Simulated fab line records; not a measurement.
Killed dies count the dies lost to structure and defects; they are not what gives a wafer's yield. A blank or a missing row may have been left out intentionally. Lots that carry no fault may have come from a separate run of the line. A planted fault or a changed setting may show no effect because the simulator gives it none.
fab line records -- flow gf180mcu
record: lots: 11, wafers: 33, last-day: 34
route steps=602 shown HV_LDD@187 NSD@244 CONTACT@305
lots with no fault: from the same line, run without faults
start-h: the number of hours between the record's first day and the start of the first shown wafer of the lot -- wait-h: time in hours since the lot's previous step -- " repeats the value in the row above -- L1.1+2: a row that stands for several wafers -- - no value, or no start given -- * or withheld: withheld -- < > ~ a bound
route shown NAME@n: names a module that has steps shown in the file, with the first one's number in the route -- usual: the fault-free wafers' mean and standard deviation -- same: alike in all rows -- chamber/n: place in a boat -- sites: each site's reading -- _std_site: standard deviation across them -- _edge_site: outer sites' mean less inner sites' -- radius-mm: how far each site lies from the wafer's centre -- mask NAME#n: copy n -- behind: the tool/chamber that last shaped the wafer -- hold: reason for holding the lot/hours on hold/outcome of the hold -- device: transistor that didn't switch, given as n, p or np -- end of line: tests run on the same wafers once the route is complete -- step lacking rows: just its recipe -- killed: at the first sort, the dies lost to defects and structure; wafer yield is something else -- map: per-die view of a wafer (x killed, . not killed, _ where there is no die)
set.NAME: the setting the step ran with; set.NAME@STEP: the setting that earlier step ran with -- model.NAME: the simulator's own value behind a step, which no gauge read
the route's steps for a sample of lots (tables are steps, rows are wafers)
services: the hour from which a tool's chamber was out of use, counted from the record's first day as start-h (under 0 if before that day), plus the number of hours and why
== steps ==
step: GF_HV_LDD_TW_MEAS_11
usual: HV_LDD_TW: 2389/34
lot.wafer,tool,chamber,start-h,wait-h,HV_LDD_TW
L661.1,film-metro-02,-,232.93,0.1,2408
L661.4,film-metro-02,-,232.93,0.1,2404
L661.5,film-metro-02,-,232.93,0.1,2428
L663.1,film-metro-01,-,249.65,0.1,2378
L663.2,film-metro-01,-,249.65,0.1,2370
L663.6,film-metro-01,-,249.65,0.1,2375
L664.2,film-metro-02,-,255.81,0.1,2439
L664.3,film-metro-02,-,255.81,0.1,2418
L664.6,film-metro-02,-,255.81,0.1,2434
L666.1,film-metro-01,-,268.20,0.1,2395
L666.2,film-metro-01,-,268.20,0.1,2390
L666.6,film-metro-01,-,268.20,0.1,2375
L668.1,film-metro-01,-,282.95,0.1,2376
L668.3,film-metro-01,-,282.95,0.1,2363
L668.5,film-metro-01,-,282.95,0.1,2375
L669.1,film-metro-04,-,294.50,0.1,2401
L669.4,film-metro-04,-,294.50,0.1,2412
L669.5,film-metro-04,-,294.50,0.1,2399
L671.1,film-metro-02,-,302.75,0.1,2430
L671.2,film-metro-02,-,302.75,0.1,2424
L671.6,film-metro-02,-,302.75,0.1,2429
L675.2,film-metro-02,-,333.34,0.1,2423
L675.4,film-metro-02,-,333.34,0.1,2409
L675.5,film-metro-02,-,333.34,0.1,2425
L676.2,film-metro-01,-,338.11,0.1,2365
L676.3,film-metro-01,-,338.11,0.1,2370
L676.6,film-metro-01,-,338.11,0.1,2368
L677.1,film-metro-02,-,347.83,0.1,2448
L677.3,film-metro-02,-,347.83,0.1,2432
L677.5,film-metro-02,-,347.83,0.1,2447
L681.1,film-metro-01,-,376.69,0.1,2335
L681.2,film-metro-01,-,376.69,0.1,2335
L681.3,film-metro-01,-,376.69,0.1,2339
step: GF_HV_LDD_TW_MEAS_23
usual: HV_LDD_2_TW: 1051/12
lot.wafer,tool,chamber,start-h,wait-h,HV_LDD_2_TW
L661.1,film-metro-04,-,251.20,0.1,1057
L661.4,film-metro-04,-,251.20,0.1,1052
L661.5,film-metro-04,-,251.20,0.1,1062
L663.1,film-metro-01,-,268.85,0.1,1044
L663.2,film-metro-01,-,268.85,0.1,1038
L663.6,film-metro-01,-,268.85,0.1,1045
L664.2,film-metro-02,-,275.01,0.1,1059
L664.3,film-metro-02,-,275.01,0.1,1065
L664.6,film-metro-02,-,275.01,0.1,1061
L666.1,film-metro-02,-,287.53,0.1,1059
L666.2,film-metro-02,-,287.53,0.1,1066
L666.6,film-metro-02,-,287.53,0.1,1063
L668.1,film-metro-02,-,303.38,0.1,1058
L668.3,film-metro-02,-,303.38,0.1,1061
L668.5,film-metro-02,-,303.38,0.1,1064
L669.1,film-metro-04,-,314.88,0.1,1043
L669.4,film-metro-04,-,314.88,0.1,1043
L669.5,film-metro-04,-,314.88,0.1,1040
L671.1,film-metro-01,-,322.53,0.1,1036
L671.2,film-metro-01,-,322.53,0.1,1033
L671.6,film-metro-01,-,322.53,0.1,1030
L675.2,film-metro-02,-,355.40,0.1,1066
L675.4,film-metro-02,-,355.40,0.1,1065
L675.5,film-metro-02,-,355.40,0.1,1063
L676.2,film-metro-04,-,358.86,0.1,1063
L676.3,film-metro-04,-,358.86,0.1,1062
L676.6,film-metro-04,-,358.86,0.1,1065
L677.1,film-metro-04,-,369.13,0.1,1050
L677.3,film-metro-04,-,369.13,0.1,1054
L677.5,film-metro-04,-,369.13,0.1,1057
L681.1,film-metro-04,-,399.95,0.1,1055
L681.2,film-metro-04,-,399.95,0.1,1053
L681.3,film-metro-04,-,399.95,0.1,1054
step: GF_NSD_IMPLANT_09
recipe: species: As, energy-kev: 60, dose-cm2: 4e+15, tilt-deg: 7
usual: beam-energy-keV: 60.003/0.016
lot.wafer,tool,chamber,start-h,wait-h,beam-energy-keV
L661.1,implanter-02,0,313.68,0.0,60.010
L661.4,implanter-02,0,313.68,0.0,60.032
L661.5,implanter-02,0,313.68,0.0,60.012
L663.1,implanter-02,0,333.23,0.0,59.991
L663.2,implanter-02,0,333.23,0.0,60.001
L663.6,implanter-02,0,333.23,0.0,59.970
L664.2,implanter-01,0,343.05,0.0,59.986
L664.3,implanter-01,0,343.05,0.0,60.011
L664.6,implanter-01,0,343.05,0.0,59.970
L666.1,implanter-01,0,352.88,0.0,59.997
L666.2,implanter-01,0,352.88,0.0,60.023
L666.6,implanter-01,0,352.88,0.0,60.016
L668.1,implanter-01,0,371.08,0.0,60.015
L668.3,implanter-01,0,371.08,0.0,60.003
L668.5,implanter-01,0,371.08,0.0,60.020
L669.1,implanter-03,0,386.43,0.0,59.970
L669.4,implanter-03,0,386.43,0.0,59.977
L669.5,implanter-03,0,386.43,0.0,59.992
L671.1,implanter-01,0,392.20,0.0,60.032
L671.2,implanter-01,0,392.20,0.0,59.985
L671.6,implanter-01,0,392.20,0.0,60.007
L675.2,implanter-03,0,428.44,0.0,60.027
L675.4,implanter-03,0,428.44,0.0,60.000
L675.5,implanter-03,0,428.44,0.0,60.034
L676.2,implanter-03,0,430.56,0.0,76.694
L676.3,implanter-03,0,430.56,0.0,76.694
L676.6,implanter-03,0,430.56,0.0,76.696
L677.1,implanter-03,0,443.80,0.0,76.707
L677.3,implanter-03,0,443.80,0.0,76.707
L677.5,implanter-03,0,443.80,0.0,76.702
L681.1,implanter-01,0,474.88,0.0,59.980
L681.2,implanter-01,0,474.88,0.0,60.016
L681.3,implanter-01,0,474.88,0.0,59.998
step: GF_NSD_STRIP_11
recipe: chemistry: O2/N2, power-w: 1400, pressure-mtorr: 1500, platen-temp-c: 250, o2-flow-sccm: 3000, n2-flow-sccm: 300, overash-fraction: 0.5
usual: drypump-motor-current-A: 6.0/0.52, heater-power-w: 354/40, o2-flow-sccm: 3001/8.2, oes-product-au: 0.487/0.0045, strip-time-to-endpoint-s: 22.96/0.035
lot.wafer,tool,chamber,start-h,wait-h,drypump-motor-current-A,heater-power-w,o2-flow-sccm,oes-product-au,rf-hours-counter-h,strip-time-to-endpoint-s
L661.1,plasma-asher-04,0,313.98,0.1,5.9,408,2996,0.487,67,22.94
L661.4,plasma-asher-04,0,313.98,0.1,5.9,400,3014,0.489,-,22.95
L661.5,plasma-asher-04,0,313.98,0.1,5.9,401,2992,0.490,-,22.93
L663.1,plasma-asher-01,1,333.53,0.1,6.6,325,2996,0.479,71,22.96
L663.2,plasma-asher-01,0,333.53,0.1,5.9,313,3003,0.487,71,22.94
L663.6,plasma-asher-01,1,333.53,0.1,6.6,324,2995,0.488,-,23.00
L664.2,plasma-asher-01,0,343.33,0.1,5.9,310,3008,0.492,73,22.94
L664.3,plasma-asher-01,0,343.33,0.1,5.9,310,3001,0.485,-,22.88
L664.6,plasma-asher-01,1,343.33,0.1,6.6,316,3005,0.489,-,22.96
L666.1,plasma-asher-04,0,353.18,0.1,5.9,399,2992,0.480,72,22.94
L666.2,plasma-asher-04,1,353.18,0.1,5.1,352,3002,0.491,72,22.97
L666.6,plasma-asher-04,0,353.18,0.1,5.9,391,2994,0.489,-,22.96
L668.1,plasma-asher-04,1,371.38,0.1,5.1,368,3010,0.487,74,22.95
L668.3,plasma-asher-04,0,371.38,0.1,5.9,392,3014,0.494,-,22.94
L668.5,plasma-asher-04,0,371.38,0.1,5.9,412,3012,0.491,-,22.95
L669.1,plasma-asher-02,1,386.73,0.1,6.6,308,3001,0.480,24,22.95
L669.4,plasma-asher-02,1,386.73,0.1,6.6,306,3006,0.489,-,22.95
L669.5,plasma-asher-02,1,386.73,0.1,6.6,307,3004,0.490,-,22.92
L671.1,plasma-asher-04,1,392.50,0.1,5.1,366,2993,0.490,76,22.98
L671.2,plasma-asher-04,0,392.50,0.1,5.9,400,3005,0.479,76,22.94
L671.6,plasma-asher-04,1,392.50,0.1,5.1,364,2988,0.486,-,22.97
L675.2,plasma-asher-02,0,428.71,0.1,5.9,408,3008,0.487,29,22.95
L675.4,plasma-asher-02,1,428.71,0.1,6.6,300,2989,0.492,-,22.95
L675.5,plasma-asher-02,1,428.71,0.1,6.6,309,3002,0.484,-,22.98
L676.2,plasma-asher-02,0,430.83,0.1,5.9,408,3006,0.464,29,25.30
L676.3,plasma-asher-02,0,430.83,0.1,5.9,409,3012,0.469,-,25.27
L676.6,plasma-asher-02,0,430.83,0.1,5.9,409,2999,0.469,-,25.23
L677.1,plasma-asher-04,1,444.10,0.1,5.1,363,3015,0.467,82,25.26
L677.3,plasma-asher-04,0,444.10,0.1,5.9,397,3009,0.460,-,25.23
L677.5,plasma-asher-04,0,444.10,0.1,5.9,394,2991,0.469,-,25.26
L681.1,plasma-asher-02,0,475.18,0.1,5.9,403,3002,0.480,33,22.97
L681.2,plasma-asher-02,1,475.18,0.1,6.6,307,2999,0.492,33,22.97
L681.3,plasma-asher-02,0,475.18,0.1,6.0,400,3014,0.485,-,22.98
step: GF_NSD_TW_MEAS_12
usual: NSD_TW: 4257/52
lot.wafer,tool,chamber,start-h,wait-h,NSD_TW
L661.1,film-metro-03,-,314.08,0.1,4289
L661.4,film-metro-03,-,314.08,0.1,4275
L661.5,film-metro-03,-,314.08,0.1,4288
L663.1,film-metro-03,-,333.63,0.1,4294
L663.2,film-metro-03,-,333.63,0.1,4259
L663.6,film-metro-03,-,333.63,0.1,4263
L664.2,film-metro-03,-,343.44,0.1,4271
L664.3,film-metro-03,-,343.44,0.1,4292
L664.6,film-metro-03,-,343.44,0.1,4281
L666.1,film-metro-02,-,353.28,0.1,4293
L666.2,film-metro-02,-,353.28,0.1,4311
L666.6,film-metro-02,-,353.28,0.1,4300
L668.1,film-metro-02,-,371.48,0.1,4270
L668.3,film-metro-02,-,371.48,0.1,4248
L668.5,film-metro-02,-,371.48,0.1,4263
L669.1,film-metro-03,-,386.83,0.1,4299
L669.4,film-metro-03,-,386.83,0.1,4298
L669.5,film-metro-03,-,386.83,0.1,4311
L671.1,film-metro-02,-,392.60,0.1,4235
L671.2,film-metro-02,-,392.60,0.1,4247
L671.6,film-metro-02,-,392.60,0.1,4240
L675.2,film-metro-02,-,428.82,0.1,4290
L675.4,film-metro-02,-,428.82,0.1,4294
L675.5,film-metro-02,-,428.82,0.1,4256
L676.2,film-metro-03,-,430.94,0.1,4535
L676.3,film-metro-03,-,430.94,0.1,4498
L676.6,film-metro-03,-,430.94,0.1,4538
L677.1,film-metro-03,-,444.20,0.1,4549
L677.3,film-metro-03,-,444.20,0.1,4561
L677.5,film-metro-03,-,444.20,0.1,4540
L681.1,film-metro-03,-,475.28,0.1,4262
L681.2,film-metro-03,-,475.28,0.1,4243
L681.3,film-metro-03,-,475.28,0.1,4251
step: GF_PSD_RS_MEAS_14
recipe: thk-meas-gauge: four-point-probe
usual: NSD_RS: 46.12/0.11
lot.wafer,tool,chamber,start-h,wait-h,NSD_RS[ohm/sq]
L661.1,film-metro-01,-,335.31,0.1,46.17
L661.4,film-metro-01,-,335.31,0.1,46.29
L661.5,film-metro-01,-,335.31,0.1,46.13
L663.1,film-metro-01,-,356.19,0.1,46.18
L663.2,film-metro-01,-,356.19,0.1,46.20
L663.6,film-metro-01,-,356.19,0.1,46.16
L664.2,film-metro-03,-,365.36,0.1,45.96
L664.3,film-metro-03,-,365.36,0.1,46.04
L664.6,film-metro-03,-,365.36,0.1,46.00
L666.1,film-metro-03,-,375.63,0.1,45.96
L666.2,film-metro-03,-,375.63,0.1,46.04
L666.6,film-metro-03,-,375.63,0.1,46.04
L668.1,film-metro-03,-,394.63,0.1,46.06
L668.3,film-metro-03,-,394.63,0.1,46.02
L668.5,film-metro-03,-,394.63,0.1,46.07
L669.1,film-metro-01,-,410.16,0.1,46.18
L669.4,film-metro-01,-,410.16,0.1,46.14
L669.5,film-metro-01,-,410.16,0.1,46.22
L671.1,film-metro-02,-,416.34,0.1,46.18
L671.2,film-metro-02,-,416.34,0.1,46.06
L671.6,film-metro-02,-,416.34,0.1,46.14
L675.2,film-metro-03,-,453.48,0.1,45.94
L675.4,film-metro-03,-,453.48,0.1,45.94
L675.5,film-metro-03,-,453.48,0.1,45.98
L676.2,film-metro-03,-,455.45,0.1,41.77
L676.3,film-metro-03,-,455.45,0.1,41.78
L676.6,film-metro-03,-,455.45,0.1,41.96
L677.1,film-metro-03,-,468.42,0.1,41.94
L677.3,film-metro-03,-,468.42,0.1,41.86
L677.5,film-metro-03,-,468.42,0.1,41.89
L681.1,film-metro-02,-,498.73,0.1,46.13
L681.2,film-metro-02,-,498.73,0.1,46.18
L681.3,film-metro-02,-,498.73,0.1,46.13
step: GF_CONTACT_STRIP_18
recipe: chemistry: O2/N2, power-w: 1400, pressure-mtorr: 1500, platen-temp-c: 250, o2-flow-sccm: 3000, n2-flow-sccm: 300, overash-fraction: 0.5
usual: drypump-motor-current-A: 5.8/0.56, heater-power-w: 340/32, o2-flow-sccm: 3000/8.4, oes-product-au: 0.581/0.0048
lot.wafer,tool,chamber,start-h,wait-h,drypump-motor-current-A,heater-power-w,o2-flow-sccm,oes-product-au,rf-hours-counter-h
L661.1,plasma-asher-01,0,381.76,-,5.9,305,3007,0.583,77
L661.4,plasma-asher-01,0,381.76,-,6.0,308,2993,0.579,-
L661.5,plasma-asher-01,1,381.76,-,6.6,316,2994,0.578,-
L663.1,plasma-asher-01,0,403.49,-,5.9,318,2994,0.577,80
L663.2,plasma-asher-01,1,403.49,-,6.6,322,3029,0.577,80
L663.6,plasma-asher-01,1,403.49,-,6.6,318,3016,0.581,-
L664.2,plasma-asher-01,0,414.17,-,5.9,319,2999,0.580,81
L664.3,plasma-asher-01,0,414.17,-,5.9,311,2982,0.574,-
L664.6,plasma-asher-01,1,414.17,-,6.6,318,3005,0.579,-
L666.1,plasma-asher-04,0,424.46,-,5.9,402,2991,0.578,80
L666.2,plasma-asher-04,1,424.46,-,5.1,360,2992,0.569,80
L666.6,plasma-asher-04,0,424.46,-,5.9,391,2994,0.580,-
L668.1,plasma-asher-01,0,444.51,-,6.0,317,2994,0.584,2
L668.3,plasma-asher-01,1,444.51,-,6.6,317,3007,0.581,-
L668.5,plasma-asher-01,0,444.51,-,6.0,319,2992,0.584,-
L669.1,plasma-asher-03,1,460.66,-,5.9,315,3003,0.578,65
L669.4,plasma-asher-03,1,460.66,-,5.9,315,3001,0.585,-
L669.5,plasma-asher-03,1,460.66,-,5.9,322,3014,0.585,-
L671.1,plasma-asher-01,1,467.16,-,6.6,318,3005,0.587,4
L671.2,plasma-asher-01,0,467.16,-,6.0,315,3002,0.583,4
L671.6,plasma-asher-01,0,467.16,-,6.0,322,3003,0.589,-
L675.2,plasma-asher-04,0,503.59,-,5.9,400,3005,0.576,88
L675.4,plasma-asher-04,0,503.59,-,5.9,388,2999,0.584,-
L675.5,plasma-asher-04,0,503.59,-,5.9,408,2998,0.569,-
L676.2,plasma-asher-03,1,504.46,-,5.9,326,3008,0.586,69
L676.3,plasma-asher-03,1,504.46,-,5.9,328,3003,0.587,-
L676.6,plasma-asher-03,0,504.46,-,4.9,316,2986,0.582,-
L677.1,plasma-asher-04,1,517.14,-,5.1,375,2992,0.582,90
L677.3,plasma-asher-04,1,517.14,-,5.1,360,2995,0.575,-
L677.5,plasma-asher-04,1,517.14,-,5.0,369,2994,0.580,-
L681.1,plasma-asher-01,1,546.81,-,6.6,322,3001,0.588,13
L681.2,plasma-asher-01,0,546.81,-,6.0,318,3009,0.582,13
L681.3,plasma-asher-01,0,546.81,-,6.0,317,2991,0.581,-
== services ==
tool,chamber,start-h,hours,kind
implanter-02,-,289.94,2.6,repair
implanter-02,-,298.69,3.2,repair
implanter-01,-,300.72,3.6,repair
plasma-asher-03,-,303.26,1.0,repair
plasma-asher-02,-,324.84,10.5,repair
plasma-asher-02,-,335.30,14.6,pm
implanter-01,-,346.27,1.4,repair
plasma-asher-04,-,347.19,2.8,pm
implanter-02,-,347.37,61.8,pm
implanter-03,-,347.51,2.8,repair
plasma-asher-02,-,401.65,2.6,repair
implanter-03,-,412.80,4.5,pm
implanter-01,-,417.82,1.8,repair
plasma-asher-01,-,421.25,9.0,pm
plasma-asher-01,0,421.25,9.0,vent-cycle
plasma-asher-01,1,421.25,9.0,vent-cycle
implanter-01,-,425.51,13.1,pm
implanter-03,-,426.00,2.2,repair
implanter-02,-,436.90,1.2,repair
implanter-02,-,441.62,2.3,repair
implanter-02,-,465.12,3.7,pm
plasma-asher-03,-,516.48,8.7,repair
implanter-02,-,530.75,4.2,repair
implanter-01,-,542.12,5.6,repair
== key ==
first-sign: step: GF_NSD_IMPLANT_09, reading: beam-energy-keV, direction: up, sigmas: 99+, usual: 60.003, struck: 76.700
effect: step: GF_NSD_STRIP_11, reading: strip-time-to-endpoint-s, direction: up, sigmas: 66, usual: *, struck: *
effect: step: GF_NSD_TW_MEAS_12, reading: NSD_TW, direction: up, sigmas: 5.4, usual: 4257, struck: 4537
effect: step: GF_PSD_RS_MEAS_14, reading: NSD_RS, direction: down, sigmas: 38, usual: 46.12, struck: 41.87
met-at GF_NSD_IMPLANT_09
struck-lots L676,L677
tester-left-out L676,L677
not-acting-at GF_HV_LDD_TW_MEAS_11,GF_HV_LDD_TW_MEAS_23,GF_CONTACT_STRIP_18
onset-between 428.44 430.56
fault: kind: process-parameter-drift, tool: implanter-03, chamber: -, onset-h: 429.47, steps: GF_NSD_IMPLANT_09, channel: energy-kev, offset: 16.701, shape: step, end-h: 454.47, acts-in: these-recipes-only, stated: 60
tester-left-out: of these lots the tester's yield and bins aren't shown, on N5 and GAA mostly nor the transistor test; their killed dies are dies lost to structure and defects alone, not to doping, threshold or leakage, so they don't give the yield
